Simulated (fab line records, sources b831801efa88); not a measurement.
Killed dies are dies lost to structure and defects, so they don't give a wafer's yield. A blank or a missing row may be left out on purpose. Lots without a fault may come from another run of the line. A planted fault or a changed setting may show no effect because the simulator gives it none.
Which tool did it? | flow sky130 | 12 lots, 35 wafers sampled, at 6 steps of a route of 708

WHAT THE GAUGES READ, wafer by wafer
SKY_LDD_LDN_OVL_MEAS_07.
lot  | measured     | on         | LDD_LDN_OVL (nm)
L487 | day 22 23:25 | overlay-01 | 3.2 1.5 0.6
L488 | day 23 17:46 | overlay-01 | 0.9 -0.1 -0.1
L490 | day 24 07:16 | overlay-01 | 1.2 1.2 0.8
L495 | day 26 04:20 | overlay-02 | 0.8 -0.5
L499 | day 27 12:13 | overlay-01 | 1.2 0.6 0.7
L502 | day 28 09:25 | overlay-02 | 2.5 0.5 -0.5
L503 | day 28 23:29 | overlay-02 | -0.7 0.2 0.9
L504 | day 29 05:51 | overlay-01 | 2.5 3.0 2.6
L505 | day 29 15:19 | overlay-01 | -1.9 -0.8 -0.6
L506 | day 29 21:27 | overlay-01 | 2.5 3.0 2.5
L508 | day 30 16:43 | overlay-02 | -1.1 -0.3 0.6
L509 | day 31 01:18 | overlay-02 | -0.3 1.9 0.7

SKY_CONTACT_THK_MEAS_01.
lot  | measured     | on            | CONTACT_CVD_00_THK (nm)
L487 | day 30 12:46 | film_metro-04 | 74.5 74.9 76.0
L488 | day 31 07:28 | film_metro-02 | 74.9 75.4 75.0
L490 | day 31 18:02 | film_metro-04 | 73.2 40.1 75.1
L495 | day 33 09:56 | film_metro-01 | 73.0 40.0
L499 | day 34 15:31 | film_metro-04 | 74.9 75.0 74.7
L502 | day 35 12:41 | film_metro-02 | 74.0 76.1 75.3
L503 | day 36 00:10 | film_metro-04 | 73.3 75.3 75.7
L504 | day 36 05:47 | film_metro-01 | 74.3 74.3 74.4
L505 | day 36 15:11 | film_metro-01 | 73.4 73.9 74.5
L506 | day 36 19:57 | film_metro-04 | 74.8 75.9 75.8
L508 | day 37 17:20 | film_metro-01 | 74.8 75.4 76.4
L509 | day 37 21:52 | film_metro-04 | 74.3 74.4 76.1

SKY_METAL1_CD_MEAS_15: target cd 140 nm.
lot  | measured     | on        | cd_nm (nm)
L487 | day 32 22:27 | cd_sem-02 | 139.5 139.4 137.0
L488 | day 33 15:26 | cd_sem-02 | 138.0 139.9 137.6
L490 | day 34 01:37 | cd_sem-01 | 140.2 137.6 139.8
L495 | day 35 16:13 | cd_sem-02 | 140.6 141.5
L499 | day 36 22:04 | cd_sem-01 | 139.2 140.3 140.3
L502 | day 37 19:25 | cd_sem-02 | 139.2 138.6 139.2
L503 | day 38 06:31 | cd_sem-01 | 140.5 141.2 143.0
L504 | day 38 12:08 | cd_sem-02 | 140.3 140.2 140.1
L505 | day 38 20:37 | cd_sem-02 | 139.4 137.5 138.6
L506 | day 39 01:14 | cd_sem-01 | 138.5 139.5 139.4
L508 | day 39 21:50 | cd_sem-01 | 141.2 140.8 142.9
L509 | day 40 03:51 | cd_sem-01 | 138.3 137.2 137.9

WHICH TOOL RAN EACH LOT (tool, then ch and the chambers of the sampled wafers, then the start)
lot  | SKY_LDD_P_STRIP_10                   | SKY_CONTACT_CVD_00              | SKY_CONTACT_ETCH_18
L487 | plasma_asher-01 ch 1, day 19 02:32   | pecvd-04 ch 0,2, day 30 12:44   | rie_diel-03 ch 2,3, day 32 22:27 or earlier
L488 | plasma_asher-03 ch 0,1, day 19 21:16 | pecvd-04 ch 0,1,2, day 31 07:25 | rie_diel-03 ch 1,3, day 33 15:26 or earlier
L490 | plasma_asher-02 ch 0,1, day 20 12:01 | pecvd-04 ch 0,1,2, day 31 18:00 | rie_diel-03 ch 0,2,3, day 34 01:37 or earlier
L495 | plasma_asher-01 ch 1, day 22 11:44   | pecvd-04 ch 0,2, day 33 09:53   | rie_diel-01 ch 1,3, day 35 16:13 or earlier
L499 | plasma_asher-03 ch 0, day 23 20:31   | pecvd-03 ch 1,2, day 34 15:29   | rie_diel-01 ch 1,3, day 36 22:04 or earlier
L502 | plasma_asher-01 ch 1, day 24 18:41   | pecvd-03 ch 0,2, day 35 12:38   | rie_diel-01 ch 2,3, day 37 19:25 or earlier
L503 | plasma_asher-01 ch 0,1, day 25 08:46 | pecvd-03 ch 0,2, day 36 00:07   | rie_diel-03 ch 2,3, day 38 06:31 or earlier
L504 | plasma_asher-03 ch 0,1, day 25 15:03 | pecvd-01 ch 0,2, day 36 05:44   | rie_diel-03 ch 1,2,3, day 38 12:08 or earlier
L505 | plasma_asher-03 ch 0,1, day 26 02:07 | pecvd-04 ch 0,2, day 36 15:09   | rie_diel-01 ch 0,2,3, day 38 20:37 or earlier
L506 | plasma_asher-01 ch 1, day 26 07:49   | pecvd-03 ch 0,1, day 36 19:55   | rie_diel-03 ch 0,1,3, day 39 01:14 or earlier
L508 | plasma_asher-01 ch 0,1, day 27 03:20 | pecvd-04 ch 0,1, day 37 17:16   | rie_diel-01 ch 1,2, day 39 21:50 or earlier
L509 | plasma_asher-02 ch 1, day 27 13:08   | pecvd-01 ch 0,1,2, day 37 21:49 | rie_diel-01 ch 1,3, day 40 03:51 or earlier
- SKY_LDD_P_STRIP_10: strips in O2/N2.
- SKY_CONTACT_CVD_00: deposits Si3N4, target thk 75 nm.
- SKY_CONTACT_ETCH_18: etches Si3N4 in CHF3/O2, stops on TiN, time 39 s, target depth 75 nm.

WHAT THE TOOLS THEMSELVES READ (means of the sampled wafers that have a number; where no wafer has one, the mark that the record gives instead)
SKY_LDD_P_STRIP_10.
lot  | tool            | drypump_motor_current_A (A) | oes_product_au (a.u.) | strip_time_to_endpoint_s (s)
L487 | plasma_asher-01 | 6.1                         | 0.717                 | 14.15
L488 | plasma_asher-03 | 5.6                         | 0.718                 | 14.14
L490 | plasma_asher-02 | 5.2                         | 0.714                 | 14.19
L495 | plasma_asher-01 | 6.0                         | 0.712                 | 14.12
L499 | plasma_asher-03 | 6.1                         | 0.713                 | 14.22
L502 | plasma_asher-01 | 6.1                         | 0.718                 | 14.16
L503 | plasma_asher-01 | 5.8                         | 0.713                 | 14.12
L504 | plasma_asher-03 | 5.6                         | 0.718                 | 14.24
L505 | plasma_asher-03 | 5.6                         | 0.716                 | 14.13
L506 | plasma_asher-01 | 6.0                         | 0.719                 | 14.11
L508 | plasma_asher-01 | 5.5                         | 0.717                 | 14.10
L509 | plasma_asher-02 | 4.8                         | 0.717                 | 14.15

SKY_CONTACT_CVD_00.
lot  | tool     | heater_power_w (W)
L487 | pecvd-04 | 637
L488 | pecvd-04 | 742
L490 | pecvd-04 | 765
L495 | pecvd-04 | 678
L499 | pecvd-03 | 819
L502 | pecvd-03 | 743
L503 | pecvd-03 | 609
L504 | pecvd-01 | 578
L505 | pecvd-04 | 713
L506 | pecvd-03 | 625
L508 | pecvd-04 | 772
L509 | pecvd-01 | 660

SKY_CONTACT_ETCH_18.
lot  | tool        | drypump_motor_current_A (A) | oes_product_au (a.u.) | throttle_valve_pct (%)
L487 | rie_diel-03 | 5.8                         | 0.855                 | 8.797
L488 | rie_diel-03 | 5.5                         | 0.852                 | 8.787
L490 | rie_diel-03 | 5.7                         | 0.777                 | 8.773
L495 | rie_diel-01 | 5.5                         | 0.738                 | 8.764
L499 | rie_diel-01 | 5.7                         | 0.854                 | 8.795
L502 | rie_diel-01 | 5.8                         | 0.857                 | 8.784
L503 | rie_diel-03 | 5.9                         | 0.854                 | 8.790
L504 | rie_diel-03 | 5.5                         | 0.851                 | 8.793
L505 | rie_diel-01 | 6.0                         | 0.850                 | 8.787
L506 | rie_diel-03 | 5.3                         | 0.860                 | 8.784
L508 | rie_diel-01 | 5.6                         | 0.857                 | 8.799
L509 | rie_diel-01 | 5.5                         | 0.849                 | 8.796

THE ANSWER, worked out from the rows above alone
Rule: what is usual is taken from the lots themselves. Put in order of their means at a reading, lots are off if they are a third of the lots or fewer, leave a main group of 4 or more, and stand apart from it by a gap of 3 or more times the standard deviation of the main group's means; of several such gaps the widest counts. A main group whose means are all the same, to the digits that the tables above print for the reading, isn't used. A lot without any number at a reading at which 4 lots or more have one is off too. The other lots that the step has rows for count as sound. The gauges are gone through in route order, then the tools' own readings, and for those a lot's mean is taken as printed above. The first step at which some lot is off is used, and at that step the reading that is off furthest; a lot without a number counts as furthest.
Off: L490, L495, at SKY_CONTACT_THK_MEAS_01 (CONTACT_CVD_00_THK). The main group: mean 74.9 nm, standard deviation 0.47.
A tool fits if, at a process step before that reading, it ran every lot that is off, and no sound lot after the first of them. The gauges at SKY_CONTACT_THK_MEAS_01 aren't tried: what is off there is off at SKY_CONTACT_ETCH_18 too, on other tools, and a gauge's error can't cause that. None of those tried fits.

WHAT THE SIMULATOR HAD PUT IN
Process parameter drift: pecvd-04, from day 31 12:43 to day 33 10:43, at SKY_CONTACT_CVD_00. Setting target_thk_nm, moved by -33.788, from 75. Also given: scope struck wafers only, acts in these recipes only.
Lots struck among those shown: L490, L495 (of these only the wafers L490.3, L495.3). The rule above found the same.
